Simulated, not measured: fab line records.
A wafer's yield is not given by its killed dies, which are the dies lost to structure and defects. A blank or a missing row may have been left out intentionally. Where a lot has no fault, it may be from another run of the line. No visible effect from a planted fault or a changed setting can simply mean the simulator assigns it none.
Comparing a struck lot with a sound one -- flow sfq_line -- 14 steps out of a route of 325
Sound: the wafers L562.1, L562.2, L562.6. The struck wafers were L564.1, L564.2, L564.5. At the end, the cause is stated.
For every step that has rows: the tool of each side, followed by ch and its chambers, followed by its first start. Under that, the readings that differ: sound wafers -- struck wafers -- difference of the means -- sigmas: that difference in standard deviations of wafers without a fault.
alike: same words and numbers on both sides, and readings whose means sit less than 2 such deviations apart. not compared: any withheld reading, any reading some wafer has no value for, any bound like >300 that may hide the same value, and any number with overlapping values for which the record gives no deviation.
A row with sigmas, a row that says differs or no value, or rows on one side alone: a step with any of these is where the two part. When numbers do not overlap yet have no deviation, they are printed without sigmas and do not part them. A reading that every wafer of one side lacks parts them only if that side has two wafers or more.

first, 6 steps without rows for these wafers: SFQ_TRILAYER_M3_LITHO_COAT_080 (resist thk 62 nm); SFQ_TRILAYER_M3_LITHO_COAT_075 (resist thk 600 nm); SFQ_TRILAYER_M3_LITHO_SOFTBAKE_079; SFQ_TRILAYER_M3_LITHO_EXPOSE_076 (exposes mask M3, target cd 500 nm); SFQ_TRILAYER_M3_LITHO_PEB_078 (peb time 60 s); SFQ_TRILAYER_M3_LITHO_DEVELOP_077 (time 60 s).
SFQ_M3_OVL_MEAS_921:
  sound on overlay-01 at day 50 22:30; struck on overlay-01 at day 51 17:42
  alike: M3_OVL
SFQ_TRILAYER_M3_BARC_OPEN_METAL_ETCH_100: etches BARC in O2, target depth 125 nm, time 41.7 s.
  sound on rie_metal-02 ch 0,1, day 50 22:32; struck on rie_metal-02 ch 0, day 51 17:44
  alike: drypump_motor_current_A, oes_product_au
  not compared: rf_hours_counter_h
SFQ_TRILAYER_M3_ETCH_METAL_ETCH_078: etches Nb in Cl2/Ar, stops on SiO2, target depth 240 nm, time 120 s.
  sound on rie_metal-02 ch 0,1, day 50 22:36; struck on rie_metal-02 ch 0, day 51 17:52
  alike: drypump_motor_current_A, oes_product_au
  not compared: rf_hours_counter_h
SFQ_TRILAYER_M3_STRIP_STRIP_079: strips in O2.
  sound on rie_metal-02 ch 0,1, day 50 22:43; struck on rie_metal-02 ch 0, day 51 18:07
  alike: drypump_motor_current_A, oes_product_au
  not compared: rf_hours_counter_h
then, 1 step without rows for these wafers: SFQ_TRILAYER_M3_STRIP_SOLV_CLEAN_080 (cleans in NMP, time 600 s).
SFQ_TRILAYER_I3_DEP_PECVD_081: deposits SiO2 from SiH4/N2O, time 111.11 s, target thk 500 nm.
  sound on pecvd-03 ch 0,2, day 50 23:31; struck on pecvd-04 ch 0,2, day 51 19:30
reading,sound,struck,difference,sigmas
rf_fwd_power_W (W),183.6 181.7 182.9,256.4 255.7 254.7,+72.9,+99 or more
model.SiO2_of_TRILAYER_I3_DEP_PECVD_081.thk_nm (nm),489.6 492.8 499.5,545.5 548.4 557.8,+56.6,
  alike: heater_power_outer_w, heater_power_w, showerhead_vpp_V, throttle_valve_pct
SFQ_TRILAYER_I3_CMP_CMP_082: polishes SiO2.
  sound on cmp-01 ch 0,1, day 51 01:53; struck on cmp-02 ch 1,2,3, day 51 20:37
reading,sound,struck,difference,sigmas
motor_current_A (A),8.3 8.1 8.1,11.2 9.4 10.6,+2.2,+3
time_to_endpoint_s (s),202 193 205,244 244 250,+46,+7
SFQ_I3_BOW_MEAS_922:
  sound on film_metro-04 at day 51 04:23; struck on film_metro-03 at day 51 22:37
  alike: I3_BOW

WHERE THEY PART
Earliest at SFQ_TRILAYER_I3_DEP_PECVD_081; latest, in this record, at SFQ_TRILAYER_I3_CMP_CMP_082. Later steps at which nothing parts them and some readings are alike: SFQ_I3_BOW_MEAS_922.

WHY: what the simulator had put in
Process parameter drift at SFQ_TRILAYER_I3_DEP_PECVD_081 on pecvd-04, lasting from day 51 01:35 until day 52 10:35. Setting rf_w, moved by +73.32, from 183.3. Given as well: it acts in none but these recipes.
